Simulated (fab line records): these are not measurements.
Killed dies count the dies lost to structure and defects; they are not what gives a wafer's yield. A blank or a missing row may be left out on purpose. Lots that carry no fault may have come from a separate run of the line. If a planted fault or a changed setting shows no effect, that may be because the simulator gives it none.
Problem report, 8D (eight disciplines) form, completed by code ; flow sky130 ; the parts of the form that need people (team, actions taken, sign-off) are left out

## 1. PROBLEM STATEMENT
At SKY_LDD_LDN_IMPLANT_10, beam_energy_keV averages 16.236 over 6 wafers from 2 lots, while fault-free wafers read 14.999, standard deviation 0.0043. So: +99 or more standard deviations from the usual mean.
First observed at day 24 03:16: wafer L209.1, on implanter-04. Wafers with a number at this step in the record: 18, from 6 lots. Rule for "out", or "out of limits": more than 4 standard deviations from the usual mean. The other wafers with a number count as sound.

## 2. WHAT IT IS; WHAT IT IS NOT
question;is;is not
which readings at this step;beam_energy_keV;end_station_pressure_torr, rotation_deg
which lots;L209, L211;L206, L217, L226, L227
which wafers of those lots;all that have a number;-
read on which tools;implanter-04;implanter-01, implanter-03
when;from day 24 03:16;"up to then (3 sound wafers); but 9 sound wafers of L217, L226, L227 came after"

## 3. WHAT RULES OUT EACH SUSPECT
Counting: a tool stays on the suspect list if, at a process step up to the reading, it processed all lots that are out and no sound lot following the first of them.
- plasma_asher-02 at SKY_LDD_HVP_STRIP_09 (strips in O2/N2): kept. It ran every lot that is out, first L209 (day 22 21:00), and no sound lot after that; its last sound lot up to then is L206 (day 21 11:33).
- implanter-04 at SKY_LDD_LDN_IMPLANT_10: ruled out as a lasting fault. After its first lot that is out, L209 (day 24 03:16), sound lots L217 ran on it.
Remaining after the count: plasma_asher-02 at SKY_LDD_HVP_STRIP_09.

## 4. THE CAUSE (what the simulator had put in)
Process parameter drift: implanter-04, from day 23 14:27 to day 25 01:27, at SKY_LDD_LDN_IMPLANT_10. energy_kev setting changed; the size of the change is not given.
Counting ruled it out, wrongly.

## 5. SEQUENCE OF EFFECTS, ordered by route
Each row: a reading whose mean over the struck wafers that have a number lies more than 3 standard deviations from the usual. Only readings whose record carries a usual standard deviation are examined. hours: median over the lots of the time between each lot's start at the first step of this table that gives one and its start at this step. sigmas: the change, counted in usual standard deviations.
hours;step;reading;usual;on struck wafers;change;sigmas
0;SKY_LDD_LDN_IMPLANT_10;beam_energy_keV;14.999;16.236;+1.237;+99 or more
Its process steps:
- SKY_LDD_LDN_IMPLANT_10

## 6. WHAT WOULD HAVE CAUGHT IT SOONER
In this record no reading fell out of limits until day 24 03:16, 13 hours after the fault had begun at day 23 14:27.
